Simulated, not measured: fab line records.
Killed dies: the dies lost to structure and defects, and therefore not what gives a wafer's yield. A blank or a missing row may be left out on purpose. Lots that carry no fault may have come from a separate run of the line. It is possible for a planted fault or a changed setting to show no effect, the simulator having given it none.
fab line records	flow sky130
[record] lots = 14	wafers = 42	last_day = 50
route steps=708 shown VIA2@510 CAPM@538 METAL3@560
lots untouched by any fault: they come from a run of this same line in which no faults occurred
start_h: start of the lot's first displayed wafer, in hours after the record's first day	wait_h: hours elapsed since this lot's preceding step	" unchanged from the row above	L1.1+2: a single row standing in for several wafers	- either no value or no given start	* or withheld: withheld	< > ~ a bound
route shown NAME@n: NAME is a module with steps in the file, n the number in the route of the first one	usual: the fault-free wafers' mean and standard deviation	same: alike in all rows	chamber/n: place in a boat	sites: the reading at each site	_std_site: standard deviation across them	_edge_site: the outer-site mean with the inner-site mean subtracted	radius_mm: for every site, how far away it sits from the centre of the wafer	mask NAME#n: copy n	behind: the tool/chamber that last shaped the wafer	hold: what put the lot on hold/how long, in hours/how the hold closed	device: which transistor (n, p or np) failed to switch	end of line: at the end of the route, the tests of the same wafers	a step with no rows: only its recipe	killed: not the wafer's yield, but the dies lost to structure and defects at the first sort	map: dies across one wafer; x = killed, . = not, _ = none there
set.NAME: setting as actually run; set.NAME@STEP: the setting as run at that earlier step	model.NAME: the simulator's own value behind a step, which no gauge read
the route's steps for a sample of lots (tables are steps, rows are wafers)
services: the hour from which a tool's chamber was out of use, counted from the record's first day as start_h (under 0 if before that day), plus the number of hours and why
[[steps]]
[step SKY_VIA2_BOW_MEAS_03]
[recipe] mode = bow
[usual] VIA2_BOW = 85/7.4
lot.wafer	tool	chamber	start_h	wait_h	VIA2_BOW[um]
L786.3	film_metro-02	-	818.59	0.2	89
L786.5	"	-	"	"	78
L786.6	"	-	"	"	90
L787.1	film_metro-02	-	831.69	0.1	88
L787.2	"	-	"	"	95
L787.5	"	-	"	"	93
L791.1	film_metro-03	-	873.92	0.2	90
L791.2	"	-	"	"	76
L791.6	"	-	"	"	100
L793.1	film_metro-03	-	879.06	0.1	88
L793.4	"	-	"	"	74
L793.6	"	-	"	"	83
L794.3	film_metro-02	-	883.54	0.2	83
L794.5	"	-	"	"	82
L794.6	"	-	"	"	87
L797.1	film_metro-01	-	927.73	0.2	83
L797.2	"	-	"	"	89
L797.3	"	-	"	"	90
L800.1	film_metro-02	-	932.18	0.1	88
L800.2	"	-	"	"	75
L800.5	"	-	"	"	94
L804.2	film_metro-01	-	956.35	0.1	84
L804.5	"	-	"	"	76
L804.6	"	-	"	"	82
L803.1	film_metro-02	-	958.38	0.1	87
L803.3	"	-	"	"	83
L803.4	"	-	"	"	83
L805.1	film_metro-03	-	961.41	0.2	80
L805.2	"	-	"	"	92
L805.4	"	-	"	"	97
L806.2	film_metro-01	-	983.20	0.2	95
L806.3	"	-	"	"	98
L806.4	"	-	"	"	87
L808.3	film_metro-01	-	986.38	0.3	85
L808.4	"	-	"	"	71
L808.5	"	-	"	"	90
L807.3	film_metro-03	-	987.08	0.3	86
L807.4	"	-	"	"	82
L807.5	"	-	"	"	96
L809.2	film_metro-03	-	989.66	0.3	89
L809.3	"	-	"	"	80
L809.4	"	-	"	"	74
[step SKY_CAPM_THK_MEAS_01]
[recipe] reads = SiO2_of_CAPM_CVD_00
[usual] CAPM_CVD_00_THK = 15.59/0.27
lot.wafer	tool	chamber	start_h	wait_h	CAPM_CVD_00_THK[nm]
L786.3	film_metro-04	-	845.83	-	16.07
L786.5	"	-	"	"	15.79
L786.6	"	-	"	"	15.91
L787.1	film_metro-03	-	858.71	-	15.60
L787.2	"	-	"	"	15.68
L787.5	"	-	"	"	15.95
L791.1	film_metro-01	-	901.03	-	15.85
L791.2	"	-	"	"	15.54
L791.6	"	-	"	"	15.93
L793.1	film_metro-03	-	906.51	-	15.26
L793.4	"	-	"	"	15.70
L793.6	"	-	"	"	15.93
L794.3	film_metro-04	-	911.20	-	15.52
L794.5	"	-	"	"	15.44
L794.6	"	-	"	"	15.72
L797.1	film_metro-03	-	954.37	-	15.44
L797.2	"	-	"	"	15.29
L797.3	"	-	"	"	15.53
L800.1	film_metro-03	-	958.25	-	15.74
L800.2	"	-	"	"	15.66
L800.5	"	-	"	"	15.62
L804.2	film_metro-04	-	982.17	-	15.71
L804.5	"	-	"	"	15.49
L804.6	"	-	"	"	15.52
L803.1	film_metro-03	-	983.66	-	15.21
L803.3	"	-	"	"	15.64
L803.4	"	-	"	"	15.85
L805.1	film_metro-04	-	986.97	-	15.49
L805.2	"	-	"	"	15.41
L805.4	"	-	"	"	15.65
L806.2	film_metro-03	-	1008.46	-	15.90
L806.3	"	-	"	"	15.55
L806.4	"	-	"	"	16.26
L808.3	film_metro-01	-	1011.71	-	15.14
L808.4	"	-	"	"	15.29
L808.5	"	-	"	"	15.45
L807.3	film_metro-04	-	1012.21	-	15.30
L807.4	"	-	"	"	15.52
L807.5	"	-	"	"	15.42
L809.2	film_metro-03	-	1015.00	-	14.94
L809.3	"	-	"	"	15.45
L809.4	"	-	"	"	15.25
[step SKY_METAL3_EXPOSE_10]
[recipe] mask_id = MM3	na = 0.68	source_shape = annular	sigma_inner = 0.4	sigma_outer = 0.8	target_cd_nm = 300	dose_mj = 28
[usual] exposure_dose_mJ_cm2 = 27.956/0.026	focus_offset_nm = -0.1/0.54
lot.wafer	tool	chamber	start_h	wait_h	mask	exposure_dose_mJ_cm2	focus_offset_nm
L786.3	krf_scanner-01	0	883.27	-	MM3#0	27.987	-0.3
L786.5	"	0	"	"	MM3#0	27.941	0.3
L786.6	"	0	"	"	MM3#0	27.957	0.6
L787.1	krf_scanner-01	0	897.98	-	MM3#0	27.951	-1.2
L787.2	"	0	"	"	MM3#0	27.916	-0.9
L787.5	"	0	"	"	MM3#0	27.971	-0.5
L791.1	krf_scanner-01	0	938.86	-	MM3#0	28.004	-0.6
L791.2	"	0	"	"	MM3#0	27.967	-0.6
L791.6	"	0	"	"	MM3#0	27.983	-0.4
L793.1	krf_scanner-01	-	945.36	-	MM3#0	-	-
L793.4	"	-	"	"	MM3#0	-	-
L793.6	"	-	"	"	MM3#0	-	-
L794.3	krf_scanner-01	-	949.64	-	MM3#0	-	-
L794.5	"	-	"	"	MM3#0	-	-
L794.6	"	-	"	"	MM3#0	-	-
L797.1	krf_scanner-02	0	991.01	-	MM3#0	27.920	-0.3
L797.2	"	0	"	"	MM3#0	27.919	-0.8
L797.3	"	0	"	"	MM3#0	27.951	0.3
L800.1	krf_scanner-01	0	1000.98	-	MM3#0	27.905	-0.1
L800.2	"	0	"	"	MM3#0	27.946	-0.3
L800.5	"	0	"	"	MM3#0	27.932	0.4
L804.2	krf_scanner-01	0	1016.63	-	MM3#0	27.968	-0.7
L804.5	"	0	"	"	MM3#0	27.951	0.0
L804.6	"	0	"	"	MM3#0	27.964	0.5
L803.1	krf_scanner-01	0	1019.70	-	MM3#0	27.932	0.2
L803.3	"	0	"	"	MM3#0	27.955	-0.7
L803.4	"	0	"	"	MM3#0	27.919	-0.1
L805.1	krf_scanner-01	0	1022.95	-	MM3#0	27.921	-1.1
L805.2	"	0	"	"	MM3#0	27.912	-0.5
L805.4	"	0	"	"	MM3#0	27.944	-1.4
L806.2	krf_scanner-01	0	1044.18	-	MM3#0	27.985	0.1
L806.3	"	0	"	"	MM3#0	27.942	1.4
L806.4	"	0	"	"	MM3#0	27.934	0.6
L808.3	krf_scanner-01	0	1048.92	-	MM3#0	27.965	0.6
L808.4	"	0	"	"	MM3#0	27.970	0.6
L808.5	"	0	"	"	MM3#0	27.965	0.7
L807.3	krf_scanner-01	0	1049.27	-	MM3#0	27.920	0.1
L807.4	"	0	"	"	MM3#0	27.954	-0.6
L807.5	"	0	"	"	MM3#0	27.946	0.0
L809.2	krf_scanner-01	0	1050.95	-	MM3#0	27.969	0.4
L809.3	"	0	"	"	MM3#0	27.936	0.3
L809.4	"	0	"	"	MM3#0	27.991	-0.5
[step SKY_METAL3_DESCUM_15]
[recipe] chemistry = O2	source_power_w = 150	bias_power_w = 0	pressure_mtorr = 10	temp_c = 40	time_s = 8
[usual] drypump_motor_current_A = 6.1/0.42	oes_product_au = 0.999/0.0093	temp_c = 40.01/0.11
lot.wafer	tool	chamber	start_h	wait_h	drypump_motor_current_A	oes_product_au	rf_hours_counter_h	temp_c
L786.3	rie_metal-01	0	895.95	0.0	6.8	1.014	-	40.19
L786.5	"	1	"	"	5.3	1.007	-	39.88
L786.6	"	0	"	"	6.8	1.012	-	40.07
L787.1	rie_metal-04	1	910.66	0.0	6.3	0.989	9	40.13
L787.2	"	0	"	"	6.1	0.995	2	39.88
L787.5	"	1	"	"	6.3	1.001	-	39.96
L791.1	rie_metal-03	0	951.57	0.0	6.2	1.013	14	40.14
L791.2	"	1	"	"	6.1	1.010	8	39.88
L791.6	"	0	"	"	6.2	1.008	-	40.12
L793.1	rie_metal-04	0	958.16	0.0	6.1	0.990	4	40.08
L793.4	"	1	"	"	6.3	0.993	-	40.11
L793.6	"	1	"	"	6.3	0.987	-	40.01
L794.3	rie_metal-01	1	961.27	0.0	5.3	1.004	-	39.81
L794.5	"	0	"	"	6.8	1.000	-	39.82
L794.6	"	1	"	"	5.3	1.007	-	40.02
L797.1	rie_metal-04	0	1003.91	0.0	6.1	0.991	6	40.11
L797.2	"	0	"	"	6.1	0.985	-	40.06
L797.3	"	0	"	"	6.1	0.992	-	40.04
L800.1	rie_metal-04	1	1011.92	0.0	6.3	0.993	14	39.96
L800.2	"	0	"	"	6.1	0.987	7	40.23
L800.5	"	1	"	"	6.3	0.992	-	39.94
L804.2	rie_metal-01	1	1029.07	0.0	5.3	1.009	11	39.85
L804.5	"	0	"	"	6.8	0.999	-	40.08
L804.6	"	1	"	"	5.3	1.014	-	39.94
L803.1	rie_metal-04	1	1031.26	0.0	6.3	1.000	15	40.07
L803.3	"	0	"	"	6.1	0.990	-	39.91
L803.4	"	1	"	"	6.3	1.007	-	40.02
L805.1	rie_metal-03	0	1034.21	0.0	6.2	1.015	20	40.17
L805.2	"	1	"	"	6.1	1.000	14	40.00
L805.4	"	1	"	"	6.1	1.008	-	40.02
L806.2	rie_metal-03	1	1055.59	0.0	6.1	0.988	15	40.09
L806.3	"	1	"	"	6.1	0.998	-	40.11
L806.4	"	0	"	"	6.2	1.014	-	39.88
L808.3	rie_metal-01	1	1059.00	0.0	5.3	1.016	-	40.03
L808.4	"	0	"	"	6.8	1.003	-	39.94
L808.5	"	0	"	"	6.8	1.008	-	40.08
L807.3	rie_metal-03	0	1059.35	0.0	6.2	1.008	-	39.91
L807.4	"	1	"	"	6.1	1.010	-	39.96
L807.5	"	1	"	"	6.1	0.996	-	40.00
L809.2	rie_metal-01	0	1061.16	0.0	6.8	1.004	16	39.80
L809.3	"	0	"	"	6.8	1.006	-	40.06
L809.4	"	1	"	"	5.3	0.998	-	40.21
[[services]]
tool	chamber	start_h	hours	kind
krf_scanner-01	-	884.03	0.6	repair
krf_scanner-01	0	884.14	-	calibration
krf_scanner-02	-	893.71	1.3	pm
krf_scanner-02	-	896.25	1.3	repair
krf_scanner-02	-	907.87	4.0	pm
krf_scanner-02	-	914.46	0.8	pm
krf_scanner-01	-	923.14	1.3	pm
krf_scanner-01	-	935.48	0.8	pm
krf_scanner-01	-	959.28	1.5	pm
rie_metal-03	0	964.31	4.1	repair
krf_scanner-02	-	966.19	1.0	pm
rie_metal-04	1	988.97	15.5	repair
krf_scanner-01	-	988.97	4.8	repair
krf_scanner-02	-	990.41	0.6	repair
krf_scanner-02	-	993.52	82.4	repair
krf_scanner-02	0	1002.05	-	calibration
krf_scanner-01	-	1044.40	4.0	pm
krf_scanner-01	0	1045.57	-	calibration
rie_metal-04	-	1048.09	2.8	pm
krf_scanner-01	-	1049.82	1.0	pm
krf_scanner-01	-	1053.73	0.4	repair
[[key]]
[first_sign] step = SKY_METAL3_EXPOSE_10	reading = tool_record	direction = missing
effect none on later readings
met_at SKY_METAL3_EXPOSE_10
struck_lots L793,L794
later_rows_left_out L793.1,L793.4,L793.6,L794.3,L794.5,L794.6
sort_left_out L793.1,L793.4,L793.6,L794.3,L794.5,L794.6
not_acting_at SKY_VIA2_BOW_MEAS_03,SKY_CAPM_THK_MEAS_01,SKY_METAL3_DESCUM_15
onset_between 938.86 945.36
[fault] kind = skipped_step_whole	tool = krf_scanner-01	chamber = -	onset_h = 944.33	steps = SKY_METAL3_EXPOSE_10	scope = struck_lots_only
// sort_left_out: the simulated sort isn't trusted on such a fault, so these wafers' sort isn't shown, and their yield isn't known
// later_rows_left_out: the simulator's readings of these wafers behind a module that went badly wrong aren't trusted and aren't shown, but for the sort
